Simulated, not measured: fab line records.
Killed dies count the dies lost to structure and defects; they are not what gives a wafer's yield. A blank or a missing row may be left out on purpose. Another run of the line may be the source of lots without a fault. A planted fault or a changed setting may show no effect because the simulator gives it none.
What tool caused it? + flow gf180mcu + Sampling: 12 lots, 36 wafers, 4 of 602 route steps

== WHAT THE GAUGES SHOWED, per wafer ==
GF_DUAL_GATE_THK_MEAS_03. Usual: DUAL_GATE_OXIDATION_00_THK gives 10.79 nm (standard deviation 0.21).
| lot  | measured     | on            | DUAL_GATE_OXIDATION_00_THK (nm) | flag |
|------|--------------|---------------|---------------------------------|------|
| L531 | day 7 21:58  | film metro-03 | 10.97 11.04 11.14               |      |
| L533 | day 8 11:31  | film metro-03 | 10.53 10.47 10.74               |      |
| L535 | day 9 03:44  | film metro-04 | 10.89 10.90 10.76               |      |
| L536 | day 9 14:28  | film metro-02 | 10.67 10.76 10.74               |      |
| L537 | day 9 15:57  | film metro-02 | 10.98 11.03 10.99               |      |
| L538 | day 10 01:47 | film metro-04 | 12.03 12.08 12.21               | OFF  |
| L539 | day 10 14:49 | film metro-04 | 12.03 11.89 11.95               | OFF  |
| L549 | day 13 01:54 | film metro-02 | 10.96 11.19 11.07               |      |
| L550 | day 13 09:04 | film metro-02 | 10.76 10.98 10.89               |      |
| L551 | day 13 15:07 | film metro-02 | 10.63 10.77 10.52               |      |
| L552 | day 13 22:28 | film metro-02 | 10.60 10.70 10.73               |      |
| L553 | day 14 08:17 | film metro-04 | 11.00 11.01 11.11               |      |

GF_V1_CD_MEAS_14: target cd 260 nm. Usual: 260.3 nm for cd nm, sd 1.3.
| lot  | measured     | on        | cd nm (nm)        | flag |
|------|--------------|-----------|-------------------|------|
| L531 | day 18 11:00 | cd sem-02 | 262.1 261.6 261.2 |      |
| L533 | day 19 06:49 | cd sem-02 | 260.6 261.3 261.5 |      |
| L535 | day 20 05:55 | cd sem-01 | 262.1 261.6 261.4 |      |
| L536 | day 20 19:44 | cd sem-01 | 258.4 257.4 258.4 |      |
| L537 | day 20 21:02 | cd sem-01 | 260.0 261.1 262.7 |      |
| L538 | day 21 12:59 | cd sem-01 | 260.3 261.3 261.8 |      |
| L539 | day 22 04:06 | cd sem-02 | 260.3 260.3 259.5 |      |
| L549 | day 25 06:36 | cd sem-01 | 260.2 258.3 260.0 |      |
| L550 | day 25 12:46 | cd sem-01 | 262.1 259.9 261.0 |      |
| L551 | day 25 16:00 | cd sem-02 | 262.6 261.3 259.8 |      |
| L552 | day 26 00:28 | cd sem-02 | 260.3 259.9 260.4 |      |
| L553 | day 26 12:27 | cd sem-01 | 260.0 259.9 260.2 |      |

== WHICH TOOL RAN EACH LOT (tool, then ch and the chambers of the sampled wafers, then the start) ==
| lot  | GF_DUAL_GATE_OXIDATION_02     | GF_M1_STRIP_17                       |
|------|-------------------------------|--------------------------------------|
| L531 | furnace-02 ch 0, day 7 20:31  | plasma asher-02 ch 0,1, day 17 10:04 |
| L533 | furnace-01 ch 0, day 8 10:04  | plasma asher-03 ch 0,1, day 18 05:53 |
| L535 | furnace-02 ch 0, day 9 02:17  | plasma asher-04 ch 0,1, day 19 04:01 |
| L536 | furnace-01 ch 0, day 9 13:01  | plasma asher-03 ch 0,1, day 19 18:28 |
| L537 | furnace-02 ch 0, day 9 14:31  | plasma asher-02 ch 0,1, day 19 19:46 |
| L538 | furnace-01 ch 0, day 10 00:20 | plasma asher-03 ch 0, day 20 11:31   |
| L539 | furnace-01 ch 0, day 10 13:22 | plasma asher-04 ch 0, day 21 03:29   |
| L549 | furnace-02 ch 0, day 13 00:28 | plasma asher-04 ch 0,1, day 24 06:47 |
| L550 | furnace-02 ch 0, day 13 07:36 | plasma asher-03 ch 0,1, day 24 13:35 |
| L551 | furnace-02 ch 0, day 13 13:41 | plasma asher-02 ch 0,1, day 24 16:50 |
| L552 | furnace-01 ch 0, day 13 21:00 | plasma asher-03 ch 0,1, day 25 02:48 |
| L553 | furnace-02 ch 0, day 14 06:49 | plasma asher-02 ch 0,1, day 25 13:22 |
- GF_DUAL_GATE_OXIDATION_02: stabilise 600 s, purge 300 s, target thk 10.887 nm.
- GF_M1_STRIP_17: strips in O2/N2.

== AS READ BY THE TOOLS THEMSELVES (means over the sampled wafers that have a number; for cases with no such wafer, the mark the record gives instead) ==
GF_DUAL_GATE_OXIDATION_02. Usual: zone power lower pct 19.1 %, standard deviation 1.8; zone power top pct 39.2 %, standard deviation 0.64.
| lot  | tool       | zone power lower pct (%) | zone power top pct (%) | flag |
|------|------------|--------------------------|------------------------|------|
| L531 | furnace-02 | 17.7                     | 38.4                   |      |
| L533 | furnace-01 | 21.0                     | 39.9                   |      |
| L535 | furnace-02 | 17.5                     | 38.4                   |      |
| L536 | furnace-01 | 21.1                     | 39.5                   |      |
| L537 | furnace-02 | 17.4                     | 38.6                   |      |
| L538 | furnace-01 | 21.1                     | 39.6                   |      |
| L539 | furnace-01 | 21.1                     | 39.6                   |      |
| L549 | furnace-02 | 17.4                     | 38.7                   |      |
| L550 | furnace-02 | 17.3                     | 38.7                   |      |
| L551 | furnace-02 | 17.6                     | 39.0                   |      |
| L552 | furnace-01 | 21.2                     | 39.9                   |      |
| L553 | furnace-02 | 17.5                     | 38.8                   |      |

GF_M1_STRIP_17. Usual: chamber pressure mTorr 1500.0 mTorr, standard deviation 1.2; drypump motor current A 6.0 A, standard deviation 0.46; heater power w 323 W, standard deviation 49; o2 flow sccm 3002 sccm, standard deviation 9.4; oes product au 0.557 a.u., standard deviation 0.0057; strip time to endpoint s 7.86 s, standard deviation 0.068.
| lot  | tool            | chamber pressure mTorr (mTorr) | drypump motor current A (A) | heater power w (W) | o2 flow sccm (sccm) | oes product au (a.u.) | strip time to endpoint s (s) | flag |
|------|-----------------|--------------------------------|-----------------------------|--------------------|---------------------|-----------------------|------------------------------|------|
| L531 | plasma asher-02 | 1499.8                         | 5.9                         | 327                | 3005                | 0.560                 | 7.83                         |      |
| L533 | plasma asher-03 | 1498.9                         | 6.5                         | 351                | 3004                | 0.559                 | 7.83                         |      |
| L535 | plasma asher-04 | 1499.0                         | 5.5                         | 327                | 3008                | 0.558                 | 7.86                         |      |
| L536 | plasma asher-03 | 1500.9                         | 6.5                         | 358                | 2994                | 0.563                 | 7.83                         |      |
| L537 | plasma asher-02 | 1500.3                         | 5.9                         | 319                | 3006                | 0.563                 | 7.95                         |      |
| L538 | plasma asher-03 | 1499.6                         | 6.1                         | 249                | 2996                | 0.557                 | 7.92                         |      |
| L539 | plasma asher-04 | 1500.1                         | 5.1                         | 320                | 3010                | 0.561                 | 7.88                         |      |
| L549 | plasma asher-04 | 1499.0                         | 5.5                         | 325                | 3004                | 0.553                 | 7.80                         |      |
| L550 | plasma asher-03 | 1499.9                         | 6.3                         | 297                | 2991                | 0.555                 | 7.85                         |      |
| L551 | plasma asher-02 | 1500.7                         | 5.9                         | 312                | 3003                | 0.559                 | 7.93                         |      |
| L552 | plasma asher-03 | 1500.9                         | 6.3                         | 296                | 3011                | 0.558                 | 7.80                         |      |
| L553 | plasma asher-02 | 1499.4                         | 5.9                         | 310                | 3013                | 0.559                 | 7.85                         |      |

== THE ANSWER, worked out from the rows above alone ==
Rule: a lot counts as off when the mean over its wafers that have a number is more than 3 standard deviations away from the usual mean. A lot without any number at a reading at which 4 lots or more have one is off too. All remaining lots with rows at the step are treated as sound. After the gauges, taken in route order, come the tools' own readings; for these a lot's mean is taken, as printed above. At the first step where some lot is off, the reading lying furthest off is the one used; lots without a number count as furthest.
Off: L538, L539, seen at GF_DUAL_GATE_THK_MEAS_03 (DUAL_GATE_OXIDATION_00_THK).
If a tool, at a process step before that reading, ran all the lots that are off and no sound lot after the first of them, it fits. Gauges at GF_DUAL_GATE_THK_MEAS_03: tried the same way as those tools. None of those tried fits.

== WHAT WAS PUT IN BY THE SIMULATOR ==
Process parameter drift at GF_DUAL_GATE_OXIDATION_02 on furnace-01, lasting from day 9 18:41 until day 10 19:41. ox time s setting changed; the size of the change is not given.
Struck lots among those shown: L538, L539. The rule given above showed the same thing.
